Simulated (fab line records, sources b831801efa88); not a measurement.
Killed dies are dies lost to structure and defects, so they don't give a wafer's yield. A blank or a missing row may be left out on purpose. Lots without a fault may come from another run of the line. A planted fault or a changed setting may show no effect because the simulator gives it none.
fab line records | flow gf180mcu
record lots=15 wafers=45 last_day=34
route steps=602 shown V5@541
lots that met no fault: from a run of the same line without faults
start_h: hours from the record's first day to the start of the lot's first wafer shown | wait_h: hours since the lot's step before | " the same as in the row above | L1.1+2: a row that stands for several wafers | - no value, or no start given | * or withheld: withheld | < > ~ a bound
route shown NAME@n: a module of which the file shows steps, and the number in the route of the first | usual: mean/standard deviation of fault-free wafers | same: alike in all rows | chamber/n: place in a boat | sites: the reading at each site | _std_site: their standard deviation | _edge_site: outer sites' mean less inner sites' | radius_mm: how far each site lies from the wafer's centre | mask NAME#n: copy n | behind: the tool/chamber that last shaped the wafer | hold: why the lot was held/for how many hours/how that ended | device: the transistor (n, p or np) that didn't switch | end of line: the same wafers' tests at the end of the route | a step without rows: its recipe alone | killed: dies lost to structure and defects at the first sort, not the wafer's yield | map: a wafer's dies, x killed, . not, _ none there
set.NAME: the setting as run; set.NAME@STEP: as run at that earlier step | model.NAME: the simulator's own value behind a step, which no gauge read
steps of the route over a sample of lots; a table a step, a row a wafer
services: from which hour (start_h, from the record's first day; less than 0 if before it) a tool's chamber was out of use, for how many hours, and why
## steps
# step GF_V5_THK_MEAS_01
# recipe reads=SiO2_of_V5_CVD_00
# usual V5_CVD_00_THK=300.5/2.8
# columns lot.wafer tool chamber start_h wait_h V5_CVD_00_THK[nm]
L868.1 film_metro-02 - 619.12 0.0 303.7
L868.2 " - " " 298.7
L868.4 " - " " 305.0
L869.2 film_metro-04 - 629.89 0.0 304.5
L869.4 " - " " 301.1
L869.5 " - " " 298.8
L870.1 film_metro-03 - 636.26 0.0 298.3
L870.3 " - " " 300.3
L870.5 " - " " 299.0
L872.1 film_metro-04 - 653.13 0.0 299.7
L872.2 " - " " 300.5
L872.3 " - " " 306.2
L873.1 film_metro-04 - 659.33 0.0 304.1
L873.4 " - " " 304.0
L873.6 " - " " 303.0
L878.2 film_metro-04 - 700.81 0.0 299.9
L878.5 " - " " 305.3
L878.6 " - " " 298.6
L879.3 film_metro-02 - 702.70 0.0 297.5
L879.4 " - " " 298.3
L879.5 " - " " 298.9
L880.3 film_metro-02 - 710.59 0.0 299.2
L880.4 " - " " 295.4
L880.6 " - " " 302.6
L881.4 film_metro-04 - 714.63 0.0 297.2
L881.5 " - " " 301.8
L881.6 " - " " 300.1
L882.2 film_metro-02 - 725.57 0.0 301.4
L882.4 " - " " 305.3
L882.6 " - " " 304.2
L883.1 film_metro-04 - 732.47 0.0 300.7
L883.5 " - " " 299.7
L883.6 " - " " 302.5
L886.1 film_metro-04 - 749.42 0.1 296.1
L886.2 " - " " 298.8
L886.5 " - " " 295.9
L887.3 film_metro-02 - 752.76 0.0 300.9
L887.4 " - " " 299.3
L887.5 " - " " 300.8
L889.3 film_metro-03 - 766.24 0.0 298.5
L889.5 " - " " 295.8
L889.6 " - " " 300.8
L890.2 film_metro-02 - 771.78 0.0 297.9
L890.5 " - " " 296.2
L890.6 " - " " 298.7
# step GF_V5_CVD_02
# recipe material=SiO2 target_thk_nm=1450 precursor=TEOS temp_c=400 time_s=163.28 rf_w=600
# usual heater_power_w=643/88 susceptor_temp_C=400.03/0.23
# columns lot.wafer tool chamber start_h wait_h heater_power_w since_wet_clean_h susceptor_temp_C
L868.1 pecvd-02 1 619.18 0.1 686 14 400.34
L868.2 " 0 " " 726 14 399.81
L868.4 " 2 " " 677 - 400.14
L869.2 pecvd-04 1 629.94 0.0 591 247 399.84
L869.4 " 0 " " 632 - 400.00
L869.5 " 1 " " 473 - 399.74
L870.1 pecvd-01 1 636.32 0.1 563 462 400.09
L870.3 " 2 " " 615 462 400.39
L870.5 " 1 " " 620 - 400.13
L872.1 pecvd-01 0 653.19 0.1 557 479 400.42
L872.2 " 2 " " 595 479 400.34
L872.3 " 1 " " 628 479 400.03
L873.1 pecvd-02 2 659.39 0.1 878 54 399.88
L873.4 " 2 " " 678 - 399.86
L873.6 " 0 " " 709 - 399.99
L878.2 pecvd-02 2 700.86 0.0 744 96 399.92
L878.5 " 1 " " 694 - 400.17
L878.6 " 0 " " 582 - 400.27
L879.3 pecvd-04 1 702.74 0.0 601 320 400.04
L879.4 " 2 " " 568 - 400.40
L879.5 " 0 " " 620 - 400.50
L880.3 pecvd-02 0 710.63 0.0 726 106 399.85
L880.4 " 0 " " 582 - 399.87
L880.6 " 1 " " 652 - 400.08
L881.4 pecvd-01 2 714.72 0.1 627 - 400.08
L881.5 " 1 " " 502 - 399.73
L881.6 " 0 " " 634 - 399.92
L882.2 pecvd-02 0 725.62 0.0 614 121 399.87
L882.4 " 2 " " 793 - 400.08
L882.6 " 1 " " 552 - 399.82
L883.1 pecvd-01 1 732.53 0.1 540 558 400.24
L883.5 " 0 " " 658 - 400.34
L883.6 " 2 " " 527 - 400.14
L886.1 pecvd-04 2 749.48 0.1 681 367 400.20
L886.2 " 0 " " 802 367 399.79
L886.5 " 2 " " 580 - 400.00
L887.3 pecvd-02 0 752.80 0.0 620 148 399.93
L887.4 " 0 " " 702 - 400.50
L887.5 " 2 " " 840 - 399.68
L889.3 pecvd-01 0 766.28 0.0 659 592 399.97
L889.5 " 2 " " 652 - 399.66
L889.6 " 1 " " 654 - 399.80
L890.2 pecvd-01 1 771.83 0.0 583 597 399.91
L890.5 " 1 " " 611 - 399.98
L890.6 " 2 " " 627 - 399.48
# step GF_V5_DEVELOP_13
# recipe develop_time_s=60 resist=KrF dev_temp_c=21
# usual chill_plate_temp_C=23.01/0.12 develop_time_s=60/0
# columns lot.wafer tool chamber start_h wait_h chill_plate_temp_C develop_time_s
L868.1 litho_track-02 0 639.47 0.2 23.02 60
L868.2 " 0 " " 23.17 60
L868.4 " 0 " " 23.13 60
L869.2 litho_track-03 0 650.41 0.2 23.08 60
L869.4 " 0 " " 23.04 60
L869.5 " 0 " " 23.19 60
L870.1 litho_track-01 0 656.20 0.2 22.87 60
L870.3 " 0 " " 22.94 60
L870.5 " 0 " " 22.85 60
L872.1 litho_track-01 0 672.95 0.2 22.80 60
L872.2 " 0 " " 22.92 60
L872.3 " 0 " " 22.94 60
L873.1 litho_track-03 0 679.38 0.2 22.98 60
L873.4 " 0 " " 22.76 60
L873.6 " 0 " " 23.04 60
L878.2 litho_track-01 0 719.22 0.2 23.05 60
L878.5 " 0 " " 22.96 60
L878.6 " 0 " " 23.05 60
L879.3 litho_track-02 0 721.17 0.1 23.04 60
L879.4 " 0 " " 23.02 60
L879.5 " 0 " " 22.90 60
L880.3 litho_track-02 0 729.62 0.1 22.73 60
L880.4 " 0 " " 22.89 60
L880.6 " 0 " " 22.87 60
L881.4 litho_track-03 - 733.16 0.1 - -
L881.5 " - " " - -
L881.6 " - " " - -
L882.2 litho_track-01 - 743.87 0.2 - -
L882.4 " - " " - -
L882.6 " - " " - -
L883.1 litho_track-02 - 750.42 0.2 - -
L883.5 " - " " - -
L883.6 " - " " - -
L886.1 litho_track-02 0 766.72 0.2 22.89 60
L886.2 " 0 " " 22.89 60
L886.5 " 0 " " 22.99 60
L887.3 litho_track-02 0 770.07 0.1 23.05 60
L887.4 " 0 " " 23.16 60
L887.5 " 0 " " 23.07 60
L889.3 litho_track-01 0 782.40 0.1 23.12 60
L889.5 " 0 " " 23.03 60
L889.6 " 0 " " 23.20 60
L890.2 litho_track-01 0 788.12 0.2 23.11 60
L890.5 " 0 " " 22.93 60
L890.6 " 0 " " 23.03 60
# step GF_V5_CD_MEAS_14
# recipe target_cd_nm=260
# usual cd_nm=259.6/1.1
# columns lot.wafer tool chamber start_h wait_h cd_nm
L868.1 cd_sem-02 - 639.62 0.1 259.2
L868.2 " - " " 258.9
L868.4 " - " " 258.1
L869.2 cd_sem-02 - 650.55 0.1 260.5
L869.4 " - " " 258.8
L869.5 " - " " 258.8
L870.1 cd_sem-01 - 656.35 0.1 259.5
L870.3 " - " " 259.8
L870.5 " - " " 258.2
L872.1 cd_sem-01 - 673.10 0.1 259.8
L872.2 " - " " 260.8
L872.3 " - " " 260.1
L873.1 cd_sem-01 - 679.53 0.1 260.5
L873.4 " - " " 260.6
L873.6 " - " " 259.5
L878.2 cd_sem-01 - 719.37 0.1 259.5
L878.5 " - " " 258.2
L878.6 " - " " 257.0
L879.3 cd_sem-02 - 721.31 0.1 262.1
L879.4 " - " " 260.8
L879.5 " - " " 261.0
L880.3 cd_sem-02 - 729.76 0.1 260.2
L880.4 " - " " 260.9
L880.6 " - " " 261.1
L881.4 cd_sem-01 - 733.29 0.1 -
L881.5 " - " " -
L881.6 " - " " -
L882.2 cd_sem-01 - 744.02 0.1 -
L882.4 " - " " -
L882.6 " - " " -
L883.1 cd_sem-01 - 750.57 0.1 -
L883.5 " - " " -
L883.6 " - " " -
L886.1 cd_sem-01 - 766.87 0.1 260.7
L886.2 " - " " 261.2
L886.5 " - " " 260.5
L887.3 cd_sem-01 - 770.21 0.1 259.5
L887.4 " - " " 259.1
L887.5 " - " " 259.3
L889.3 cd_sem-01 - 782.54 0.1 258.9
L889.5 " - " " 260.1
L889.6 " - " " 260.0
L890.2 cd_sem-01 - 788.28 0.1 258.6
L890.5 " - " " 259.1
L890.6 " - " " 259.1
## services
# columns tool chamber start_h hours kind
pecvd-02 0 605.12 - clean
pecvd-02 1 605.12 - clean
pecvd-02 2 605.12 - clean
pecvd-04 - 618.89 5.5 pm
pecvd-02 - 624.24 0.8 repair
pecvd-02 - 660.27 5.5 pm
pecvd-01 - 717.05 2.8 pm
pecvd-04 - 764.83 6.0 pm
## key
first_sign step=GF_V5_DEVELOP_13 reading=tool_record direction=missing
effect none on later readings
met_at GF_V5_DEVELOP_13
struck_lots L881,L882,L883
later_rows_left_out L881.4,L881.5,L881.6,L882.2,L882.4,L882.6,L883.1,L883.5,L883.6
sort_left_out L881.4,L881.5,L881.6,L882.2,L882.4,L882.6,L883.1,L883.5,L883.6
not_acting_at GF_V5_THK_MEAS_01,GF_V5_CVD_02,GF_V5_CD_MEAS_14
onset_between 729.62 733.16
fault kind=skipped_step_whole tool=litho_track-01,litho_track-02,litho_track-03 chamber=- onset_h=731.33 steps=GF_V5_DEVELOP_13 scope=struck_lots_only
# sort_left_out: the simulated sort isn't trusted on such a fault, so these wafers' sort isn't shown, and their yield isn't known
# later_rows_left_out: the simulator's readings of these wafers behind a module that went badly wrong aren't trusted and aren't shown, but for the sort
